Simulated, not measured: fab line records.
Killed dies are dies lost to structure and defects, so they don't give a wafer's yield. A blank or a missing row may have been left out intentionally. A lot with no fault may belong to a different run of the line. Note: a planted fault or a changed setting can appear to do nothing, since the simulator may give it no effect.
Matching of chambers / flow gf180mcu / GF_STI_CMP_25 on cmp-01 has 4 sister chambers
The step polishes, stops on Si3N4, t overpolish 33 s, target thk 524.6 nm. 4 wafers are shown with their chamber, then 8 later ones without.

EACH WAFER AND ITS CHAMBER
wafer=L959.6; chamber=3; motorCurrentA (A)=11.0
wafer=L961.1; chamber=2; motorCurrentA (A)=9.8
wafer=L961.5; chamber=0; motorCurrentA (A)=13.3
wafer=L963.2; chamber=1; motorCurrentA (A)=11.8

WAFERS WHOSE CHAMBER IS MISSING
wafer=L963.4; motorCurrentA (A)=9.9
wafer=L963.5; motorCurrentA (A)=11.8
wafer=L965.1; motorCurrentA (A)=10.0
wafer=L965.3; motorCurrentA (A)=11.9
wafer=L965.6; motorCurrentA (A)=11.7
wafer=L970.1; motorCurrentA (A)=12.8
wafer=L970.4; motorCurrentA (A)=11.3
wafer=L970.5; motorCurrentA (A)=9.9

EACH ONE'S CHAMBER
wafer=L963.4; from the rows above=2; in truth=2
wafer=L963.5; from the rows above=1; in truth=1
wafer=L965.1; from the rows above=2; in truth=2
wafer=L965.3; from the rows above=1; in truth=1
wafer=L965.6; from the rows above=1; in truth=1
wafer=L970.1; from the rows above=0; in truth=0
wafer=L970.4; from the rows above=can't be placed: 3 or 1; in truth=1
wafer=L970.5; from the rows above=2; in truth=2
Correct placement for 7 of the 8. These rows do not allow placing 1 (true chamber among the candidates in 1). Number placed wrongly: 0.
How it was worked out, from the rows above alone: a wafer's distance from a chamber is the root of the sum, over the readings, of the square of ((its reading less the chamber's mean) divided by the reading's scatter). If the next closest chamber is less than 2 further off than the closest, the wafer can't be placed; otherwise it belongs to the closest. Each chamber's mean is taken over the wafers shown for it. The scatter: root of mean squared gap, hidden wafer to nearest shown wafer, with one shown wafer a chamber.
